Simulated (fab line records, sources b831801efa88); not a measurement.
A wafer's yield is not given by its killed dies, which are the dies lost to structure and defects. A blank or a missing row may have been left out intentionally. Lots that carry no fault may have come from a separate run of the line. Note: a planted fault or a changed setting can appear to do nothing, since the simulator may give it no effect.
fab line records + flow sky130
record:
- lots: 13
- wafers: 39
- lastDay: 50
route steps=708 shown LDD_P@263 LDD_HVP@285 RES_XHIGH@336 CONTACT@420 PAD_OPEN@708
lots that met no fault: taken from a fault-free run of the same line
startH: hours from the record's opening day to when the first of the lot's shown wafers began + waitH: time in hours since the lot's previous step + " identical to the entry in the row above + L1.1+2: one row covering several wafers at once + - no value, or no start given + * or withheld: withheld + < > ~ a bound
route shown NAME@n: NAME is a module with steps in the file, n the number in the route of the first one + usual: mean/standard deviation of fault-free wafers + same: alike in all rows + chamber/n: place in a boat + sites: per-site readings + _std_site: the standard deviation of these + _edge_site: mean of outer sites minus mean of inner sites + radiusMm: how far each site lies from the wafer's centre + mask NAME#n: copy n + behind: the tool/chamber that last shaped the wafer + hold: reason for holding the lot/hours on hold/outcome of the hold + device: the n, p or np transistor that did not switch + end of line: tests of these same wafers at the route's end + where a step has no rows: the recipe by itself + killed: dies that structure and defects cost at the first sort, which is not the same as the wafer's yield + map: dies across one wafer; x = killed, . = not, _ = none there
set.NAME: the setting the step ran with; set.NAME@STEP: the setting that earlier step ran with + model.NAME: the simulator's own value behind a step, which no gauge read
a sample of lots followed through the steps of the route, with each step as a table and each wafer as a row
services: when a tool's chamber went out of use (startH, in hours from the record's first day, below 0 if earlier), for how many hours, and the reason
== steps ==
step: SKY_LDD_P_OVL_MEAS_08
usual:
- LDD_P_OVL: -1.8/1.4
| lot.wafer | tool       | chamber | startH | waitH | LDD_P_OVL[nm] |
|-----------|------------|---------|--------|-------|---------------|
| L527.2    | overlay-01 | -       | 437.99 | 0.1   | -3.6          |
| L527.3    | "          | -       | "      | "     | -2.2          |
| L527.5    | "          | -       | "      | "     | -4.4          |
| L528.2    | overlay-01 | -       | 452.22 | 0.1   | -3.1          |
| L528.3    | "          | -       | "      | "     | -4.4          |
| L528.4    | "          | -       | "      | "     | -2.0          |
| L529.1    | overlay-02 | -       | 460.71 | 0.1   | -2.8          |
| L529.5    | "          | -       | "      | "     | -2.3          |
| L529.6    | "          | -       | "      | "     | -3.4          |
| L531.3    | overlay-01 | -       | 475.28 | 0.1   | -1.0          |
| L531.4    | "          | -       | "      | "     | -1.4          |
| L531.6    | "          | -       | "      | "     | -1.2          |
| L533.2    | overlay-02 | -       | 505.54 | 0.1   | -0.1          |
| L533.4    | "          | -       | "      | "     | 0.9           |
| L533.5    | "          | -       | "      | "     | 0.5           |
| L534.2    | overlay-01 | -       | 511.02 | 0.1   | -2.9          |
| L534.5    | "          | -       | "      | "     | -2.7          |
| L534.6    | "          | -       | "      | "     | -3.5          |
| L535.4    | overlay-02 | -       | 516.13 | 0.1   | -0.4          |
| L535.5    | "          | -       | "      | "     | -0.7          |
| L535.6    | "          | -       | "      | "     | -1.2          |
| L537.1    | overlay-01 | -       | 539.36 | 0.1   | -2.3          |
| L537.5    | "          | -       | "      | "     | 0.2           |
| L537.6    | "          | -       | "      | "     | -2.5          |
| L545.2    | overlay-02 | -       | 593.42 | 0.1   | -3.4          |
| L545.5    | "          | -       | "      | "     | -1.1          |
| L545.6    | "          | -       | "      | "     | -1.8          |
| L546.2    | overlay-01 | -       | 608.54 | 0.1   | -0.8          |
| L546.3    | "          | -       | "      | "     | -0.3          |
| L546.4    | "          | -       | "      | "     | -1.9          |
| L547.1    | overlay-01 | -       | 612.46 | 0.1   | -1.4          |
| L547.4    | "          | -       | "      | "     | -0.3          |
| L547.6    | "          | -       | "      | "     | -1.9          |
| L548.2    | overlay-01 | -       | 618.42 | 0.1   | -0.9          |
| L548.3    | "          | -       | "      | "     | 1.8           |
| L548.6    | "          | -       | "      | "     | -2.1          |
| L549.1    | overlay-02 | -       | 623.84 | 0.1   | 0.3           |
| L549.2    | "          | -       | "      | "     | -0.4          |
| L549.3    | "          | -       | "      | "     | -2.0          |
step: SKY_LDD_HVP_OVL_MEAS_07
usual:
- LDD_HVP_OVL: -0.7/1.2
| lot.wafer | tool       | chamber | startH | waitH | LDD_HVP_OVL[nm] |
|-----------|------------|---------|--------|-------|-----------------|
| L527.2    | overlay-01 | -       | 500.57 | 0.1   | -1.0            |
| L527.3    | "          | -       | "      | "     | -2.6            |
| L527.5    | "          | -       | "      | "     | -1.1            |
| L528.2    | overlay-02 | -       | 513.70 | 0.1   | -1.5            |
| L528.3    | "          | -       | "      | "     | -2.2            |
| L528.4    | "          | -       | "      | "     | -1.6            |
| L529.1    | overlay-01 | -       | 522.85 | 0.1   | 0.8             |
| L529.5    | "          | -       | "      | "     | -0.8            |
| L529.6    | "          | -       | "      | "     | 0.6             |
| L531.3    | overlay-01 | -       | 536.90 | 0.1   | 0.0             |
| L531.4    | "          | -       | "      | "     | -2.4            |
| L531.6    | "          | -       | "      | "     | 0.4             |
| L533.2    | overlay-02 | -       | 566.40 | 0.1   | -1.4            |
| L533.4    | "          | -       | "      | "     | -2.3            |
| L533.5    | "          | -       | "      | "     | -2.1            |
| L534.2    | overlay-02 | -       | 571.47 | 0.1   | -1.1            |
| L534.5    | "          | -       | "      | "     | 0.1             |
| L534.6    | "          | -       | "      | "     | -2.0            |
| L535.4    | overlay-01 | -       | 575.97 | 0.1   | -1.6            |
| L535.5    | "          | -       | "      | "     | -0.5            |
| L535.6    | "          | -       | "      | "     | -1.7            |
| L537.1    | overlay-01 | -       | 596.95 | 0.1   | -0.3            |
| L537.5    | "          | -       | "      | "     | -1.7            |
| L537.6    | "          | -       | "      | "     | -0.4            |
| L545.2    | overlay-01 | -       | 649.80 | 0.1   | -0.4            |
| L545.5    | "          | -       | "      | "     | -0.2            |
| L545.6    | "          | -       | "      | "     | -2.7            |
| L546.2    | overlay-01 | -       | 664.97 | 0.1   | 0.0             |
| L546.3    | "          | -       | "      | "     | -2.1            |
| L546.4    | "          | -       | "      | "     | -1.0            |
| L547.1    | overlay-02 | -       | 668.44 | 0.1   | -0.9            |
| L547.4    | "          | -       | "      | "     | 0.5             |
| L547.6    | "          | -       | "      | "     | -0.1            |
| L548.2    | overlay-02 | -       | 675.80 | 0.1   | -1.5            |
| L548.3    | "          | -       | "      | "     | -2.2            |
| L548.6    | "          | -       | "      | "     | -1.9            |
| L549.1    | overlay-01 | -       | 681.02 | 0.1   | -1.6            |
| L549.2    | "          | -       | "      | "     | -1.6            |
| L549.3    | "          | -       | "      | "     | -1.3            |
step: SKY_RES_XHIGH_EXPOSE_04
recipe:
- maskId: URPM
- na: 0.6
- sourceShape: conventional
- sigmaOuter: 0.6
- polarization: unpolarized
- targetCdNm: 1270
- doseMj: 140
usual:
- reticleTempC: 23.00/0.097
| lot.wafer | tool            | chamber | startH | waitH | mask    | reticleTempC |
|-----------|-----------------|---------|--------|-------|---------|--------------|
| L527.2    | ilineStepper-01 | 0       | 609.01 | -     | URPM#0  | 22.91        |
| L527.3    | "               | 0       | "      | "     | URPM#0  | 22.95        |
| L527.5    | "               | 0       | "      | "     | URPM#0  | 23.04        |
| L528.2    | ilineStepper-02 | 0       | 618.76 | -     | URPM#0  | 23.00        |
| L528.3    | "               | 0       | "      | "     | URPM#0  | 22.84        |
| L528.4    | "               | 0       | "      | "     | URPM#0  | 22.89        |
| L529.1    | ilineStepper-01 | 0       | 629.14 | -     | URPM#0  | 23.14        |
| L529.5    | "               | 0       | "      | "     | URPM#0  | 22.96        |
| L529.6    | "               | 0       | "      | "     | URPM#0  | 23.01        |
| L531.3    | ilineStepper-01 | 0       | 642.22 | -     | URPM#0  | 22.95        |
| L531.4    | "               | 0       | "      | "     | URPM#0  | 22.97        |
| L531.6    | "               | 0       | "      | "     | URPM#0  | 22.83        |
| L533.2    | ilineStepper-02 | 0       | 679.81 | -     | URPM#0  | 23.04        |
| L533.4    | "               | 0       | "      | "     | URPM#0  | 23.07        |
| L533.5    | "               | 0       | "      | "     | URPM#0  | 23.04        |
| L534.2    | ilineStepper-02 | 0       | 680.74 | -     | URPM#0  | 22.86        |
| L534.5    | "               | 0       | "      | "     | URPM#0  | 23.22        |
| L534.6    | "               | 0       | "      | "     | URPM#0  | 22.94        |
| L535.4    | ilineStepper-02 | 0       | 681.16 | -     | LDNTM#0 | 23.08        |
| L535.5    | "               | 0       | "      | "     | LDNTM#0 | 23.03        |
| L535.6    | "               | 0       | "      | "     | LDNTM#0 | 22.93        |
| L537.1    | ilineStepper-01 | 0       | 699.17 | -     | URPM#0  | 23.08        |
| L537.5    | "               | 0       | "      | "     | URPM#0  | 23.00        |
| L537.6    | "               | 0       | "      | "     | URPM#0  | 23.11        |
| L545.2    | ilineStepper-01 | 0       | 748.54 | -     | URPM#0  | 23.10        |
| L545.5    | "               | 0       | "      | "     | URPM#0  | 23.02        |
| L545.6    | "               | 0       | "      | "     | URPM#0  | 23.04        |
| L546.2    | ilineStepper-01 | 0       | 764.46 | -     | URPM#0  | 23.04        |
| L546.3    | "               | 0       | "      | "     | URPM#0  | 22.97        |
| L546.4    | "               | 0       | "      | "     | URPM#0  | 23.03        |
| L547.1    | ilineStepper-01 | 0       | 767.95 | -     | URPM#0  | 23.15        |
| L547.4    | "               | 0       | "      | "     | URPM#0  | 23.20        |
| L547.6    | "               | 0       | "      | "     | URPM#0  | 23.37        |
| L548.2    | ilineStepper-02 | 0       | 775.04 | -     | URPM#0  | 23.08        |
| L548.3    | "               | 0       | "      | "     | URPM#0  | 23.06        |
| L548.6    | "               | 0       | "      | "     | URPM#0  | 23.14        |
| L549.1    | ilineStepper-02 | 0       | 779.59 | -     | URPM#0  | 22.96        |
| L549.2    | "               | 0       | "      | "     | URPM#0  | 23.03        |
| L549.3    | "               | 0       | "      | "     | URPM#0  | 23.23        |
step: SKY_RES_XHIGH_TW_MEAS_09
usual:
- RES_XHIGH_TW: 1626/13
| lot.wafer | tool         | chamber | startH | waitH | RES_XHIGH_TW |
|-----------|--------------|---------|--------|-------|--------------|
| L527.2    | filmMetro-01 | -       | 622.41 | 0.1   | 1633         |
| L527.3    | "            | -       | "      | "     | 1628         |
| L527.5    | "            | -       | "      | "     | 1635         |
| L528.2    | filmMetro-01 | -       | 634.23 | 0.1   | 1633         |
| L528.3    | "            | -       | "      | "     | 1639         |
| L528.4    | "            | -       | "      | "     | 1638         |
| L529.1    | filmMetro-01 | -       | 644.03 | 0.1   | 1623         |
| L529.5    | "            | -       | "      | "     | 1635         |
| L529.6    | "            | -       | "      | "     | 1625         |
| L531.3    | filmMetro-01 | -       | 655.86 | 0.1   | 1640         |
| L531.4    | "            | -       | "      | "     | 1635         |
| L531.6    | "            | -       | "      | "     | 1649         |
| L533.2    | filmMetro-01 | -       | 694.26 | 0.1   | 1632         |
| L533.4    | "            | -       | "      | "     | 1642         |
| L533.5    | "            | -       | "      | "     | 1643         |
| L534.2    | filmMetro-02 | -       | 694.91 | 0.1   | 1617         |
| L534.5    | "            | -       | "      | "     | 1624         |
| L534.6    | "            | -       | "      | "     | 1621         |
| L535.4    | filmMetro-03 | -       | 695.23 | 0.1   | 30           |
| L535.5    | "            | -       | "      | "     | 30           |
| L535.6    | "            | -       | "      | "     | 30           |
| L537.1    | filmMetro-02 | -       | 712.65 | 0.1   | 1626         |
| L537.5    | "            | -       | "      | "     | 1623         |
| L537.6    | "            | -       | "      | "     | 1619         |
| L545.2    | filmMetro-03 | -       | 761.75 | 0.1   | 1621         |
| L545.5    | "            | -       | "      | "     | 1607         |
| L545.6    | "            | -       | "      | "     | 1607         |
| L546.2    | filmMetro-01 | -       | 778.15 | 0.1   | 1639         |
| L546.3    | "            | -       | "      | "     | 1630         |
| L546.4    | "            | -       | "      | "     | 1639         |
| L547.1    | filmMetro-01 | -       | 781.02 | 0.1   | 1629         |
| L547.4    | "            | -       | "      | "     | 1636         |
| L547.6    | "            | -       | "      | "     | 1638         |
| L548.2    | filmMetro-03 | -       | 788.46 | 0.1   | 1610         |
| L548.3    | "            | -       | "      | "     | 1609         |
| L548.6    | "            | -       | "      | "     | 1602         |
| L549.1    | filmMetro-03 | -       | 792.55 | 0.1   | 1608         |
| L549.2    | "            | -       | "      | "     | 1606         |
| L549.3    | "            | -       | "      | "     | 1605         |
step: SKY_CONTACT_CD_MEAS_14
recipe:
- targetCdNm: 170
usual:
- cdNm: 169.6/1.2
| lot.wafer | tool     | chamber | startH | waitH | cdNm  |
|-----------|----------|---------|--------|-------|-------|
| L527.2    | cdSem-02 | -       | 740.12 | -     | 169.5 |
| L527.3    | "        | -       | "      | "     | 170.4 |
| L527.5    | "        | -       | "      | "     | 171.0 |
| L528.2    | cdSem-01 | -       | 747.94 | -     | 169.9 |
| L528.3    | "        | -       | "      | "     | 171.3 |
| L528.4    | "        | -       | "      | "     | 170.5 |
| L529.1    | cdSem-01 | -       | 758.15 | -     | 170.2 |
| L529.5    | "        | -       | "      | "     | 169.7 |
| L529.6    | "        | -       | "      | "     | 170.2 |
| L531.3    | cdSem-01 | -       | 771.06 | -     | 170.0 |
| L531.4    | "        | -       | "      | "     | 169.4 |
| L531.6    | "        | -       | "      | "     | 169.8 |
| L533.2    | cdSem-02 | -       | 807.37 | -     | 170.3 |
| L533.4    | "        | -       | "      | "     | 168.8 |
| L533.5    | "        | -       | "      | "     | 169.0 |
| L534.2    | cdSem-02 | -       | 807.84 | -     | 169.5 |
| L534.5    | "        | -       | "      | "     | 169.6 |
| L534.6    | "        | -       | "      | "     | 168.7 |
| L535.4    | cdSem-01 | -       | 808.23 | -     | 168.3 |
| L535.5    | "        | -       | "      | "     | 169.0 |
| L535.6    | "        | -       | "      | "     | 168.0 |
| L537.1    | cdSem-02 | -       | 824.05 | -     | 168.9 |
| L537.5    | "        | -       | "      | "     | 169.1 |
| L537.6    | "        | -       | "      | "     | 167.8 |
| L545.2    | cdSem-01 | -       | 872.24 | -     | 169.9 |
| L545.5    | "        | -       | "      | "     | 170.2 |
| L545.6    | "        | -       | "      | "     | 169.7 |
| L546.2    | cdSem-01 | -       | 887.22 | -     | 169.4 |
| L546.3    | "        | -       | "      | "     | 169.7 |
| L546.4    | "        | -       | "      | "     | 169.7 |
| L547.1    | cdSem-02 | -       | 889.67 | -     | 168.2 |
| L547.4    | "        | -       | "      | "     | 168.6 |
| L547.6    | "        | -       | "      | "     | 168.6 |
| L548.2    | cdSem-02 | -       | 898.16 | -     | 170.4 |
| L548.3    | "        | -       | "      | "     | 171.3 |
| L548.6    | "        | -       | "      | "     | 170.4 |
| L549.1    | cdSem-01 | -       | 901.54 | -     | 169.0 |
| L549.2    | "        | -       | "      | "     | 169.6 |
| L549.3    | "        | -       | "      | "     | 168.9 |
step: SKY_PAD_OPEN_PROBE_99
usual:
- killed_at_M0_to_M3: 44/7.1
- killed_at_M4_up: 3.1/1.9
- killedAtContacts: 25/5.8
- killedAtFrontEnd: 16/4.5
- killedAtOther: 0.3/0.52
- killedDies: 88/9.1
- killedOnRim: 17/4
- killedOpen: 48/6.8
- killedShort: 39/5.8
same:
- grossDies: 492
- killedAtBackSide: 0
| lot.wafer | tool      | chamber | startH  | waitH | killed_at_M0_to_M3 | killed_at_M4_up | killedAtContacts | killedAtFrontEnd | killedAtOther | killedDies | killedOnRim | killedOpen | killedShort |
|-----------|-----------|---------|---------|-------|--------------------|-----------------|------------------|------------------|---------------|------------|-------------|------------|-------------|
| L529.1    | prober-02 | -       | 1097.47 | 0.1   | 54                 | 2               | 19               | 16               | 1             | 92         | 18          | 50         | 42          |
| L529.5    | prober-02 | -       | 1097.67 | 0.2   | 45                 | 9               | 32               | 16               | 0             | 102        | 16          | 51         | 51          |
| L529.6    | prober-02 | -       | 1097.72 | 0.2   | 38                 | 2               | 21               | 28               | 0             | 89         | 16          | 44         | 44          |
| L535.4    | prober-01 | -       | 1137.17 | 0.2   | 51                 | 3               | 22               | 11               | 405           | 492        | 96          | 45         | 41          |
| L535.5    | prober-01 | -       | 1137.22 | 0.2   | 47                 | 3               | 28               | 20               | 394           | 492        | 96          | 61         | 38          |
| L535.6    | prober-01 | -       | 1137.27 | 0.2   | 61                 | 2               | 24               | 14               | 391           | 492        | 96          | 54         | 48          |
| L537.1    | prober-02 | -       | 1143.34 | 0.1   | 38                 | 4               | 25               | 11               | 1             | 79         | 14          | 44         | 35          |
| L537.5    | prober-02 | -       | 1143.54 | 0.2   | 44                 | 4               | 29               | 21               | 0             | 98         | 15          | 60         | 38          |
| L537.6    | prober-02 | -       | 1143.59 | 0.2   | 44                 | 1               | 30               | 20               | 0             | 95         | 21          | 53         | 40          |
killed by level:class
L529.1 VIA1:geometricParticle:open=16 VIA1:geometricParticle:short=8 VIA2:geometricParticle:open=8 METAL1:geometricParticle:short=7 VIA3:geometricParticle:open=7 FIELD_ISO:geometricParticle:short=6 CONTACT:geometricParticle:open=6 LI_CONTACT:geometricParticle:open=5
L529.5 LI_CONTACT:geometricParticle:open=10 CONTACT:geometricParticle:open=9 LOCAL_INTERCONNECT:geometricParticle:short=7 VIA1:geometricParticle:short=7 VIA1:geometricParticle:open=6 FIELD_ISO:geometricParticle:short=5 VIA2:geometricParticle:short=5 METAL1:geometricParticle:short=5
L529.6 FIELD_ISO:geometricParticle:short=11 FIELD_ISO:geometricParticle:open=8 METAL1:geometricParticle:short=8 LI_CONTACT:geometricParticle:open=7 VIA1:geometricParticle:open=7 VIA2:geometricParticle:open=6 LI_CONTACT:geometricParticle:short=5 METAL2:geometricParticle:open=5
L535.4 RES_XHIGH:areaExpose=405 VIA1:geometricParticle:open=14 VIA1:geometricParticle:short=9 LI_CONTACT:geometricParticle:open=8 CONTACT:geometricParticle:open=7 FIELD_ISO:geometricParticle:short=5 VIA2:geometricParticle:open=5 METAL1:geometricParticle:short=4
L535.5 RES_XHIGH:areaExpose=393 VIA1:geometricParticle:open=16 CONTACT:geometricParticle:open=10 LI_CONTACT:geometricParticle:open=9 VIA2:geometricParticle:open=8 VIA3:geometricParticle:open=5 METAL1:geometricParticle:short=5 POLY_GATE:geometricParticle:open=4
L535.6 RES_XHIGH:areaExpose=390 VIA1:geometricParticle:open=14 VIA3:geometricParticle:open=9 METAL1:geometricParticle:short=8 CONTACT:geometricParticle:short=7 VIA2:geometricParticle:open=7 LI_CONTACT:geometricParticle:open=6 VIA1:geometricParticle:short=6
L537.1 CONTACT:geometricParticle:open=11 VIA2:geometricParticle:open=10 VIA1:geometricParticle:open=9 LOCAL_INTERCONNECT:geometricParticle:short=5 METAL1:geometricParticle:short=5 POLY_GATE:geometricParticle:short=4 LI_CONTACT:geometricParticle:open=4 FIELD_ISO:geometricParticle:open=3
L537.5 CONTACT:geometricParticle:open=14 VIA1:geometricParticle:open=10 VIA2:geometricParticle:open=8 POLY_GATE:geometricParticle:short=7 LI_CONTACT:geometricParticle:open=7 VIA3:geometricParticle:open=7 VIA1:geometricParticle:short=7 FIELD_ISO:geometricParticle:open=4
L537.6 VIA1:geometricParticle:open=11 CONTACT:geometricParticle:open=10 LI_CONTACT:geometricParticle:open=7 LOCAL_INTERCONNECT:geometricParticle:short=7 FIELD_ISO:geometricParticle:open=6 VIA3:geometricParticle:open=6 CONTACT:geometricParticle:short=6 FIELD_ISO:geometricParticle:short=5
== services ==
| tool            | chamber | startH | hours | kind        |
|-----------------|---------|--------|-------|-------------|
| ilineStepper-01 | -       | 593.07 | 1.7   | pm          |
| ilineStepper-02 | -       | 641.54 | 1.7   | pm          |
| ilineStepper-01 | -       | 670.12 | 1.5   | repair      |
| ilineStepper-01 | 0       | 679.68 | -     | calibration |
| ilineStepper-02 | -       | 739.40 | 2.3   | repair      |
| ilineStepper-01 | -       | 753.20 | 0.7   | repair      |
| ilineStepper-01 | -       | 754.71 | 4.3   | pm          |
| ilineStepper-01 | -       | 760.82 | 1.0   | repair      |
| ilineStepper-02 | 0       | 763.68 | -     | calibration |
== key ==
firstSign:
- step: SKY_RES_XHIGH_EXPOSE_04
- reading: mask
- direction: changed
effect:
- step: SKY_RES_XHIGH_TW_MEAS_09
- reading: RES_XHIGH_TW
- direction: down
- sigmas: 99+
- usual: 1626
- struck: 30
effect:
- step: SKY_PAD_OPEN_PROBE_99
- reading: killedAtOther
- direction: up
- sigmas: 99+
- usual: 0.3
- struck: 396.7
moreKillsBornAt:
- SKY_RES_XHIGH_EXPOSE_04@ilineStepper-02: 1188
metAt SKY_RES_XHIGH_EXPOSE_04
struckLots L535
testerLeftOut L535
notActingAt SKY_LDD_P_OVL_MEAS_08,SKY_LDD_HVP_OVL_MEAS_07,SKY_CONTACT_CD_MEAS_14
onsetBetween 680.74 681.16
fault:
- kind: wrongMask
- tool: any
- chamber: -
- onsetH: 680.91
- steps: SKY_RES_XHIGH_EXPOSE_04
- auxCopy: LDNTM#0
- scope: struckLotsOnly
testerLeftOut: of these lots the tester's yield and bins aren't shown, on N5 and GAA mostly nor the transistor test; their killed dies are dies lost to structure and defects alone, not to doping, threshold or leakage, so they don't give the yield
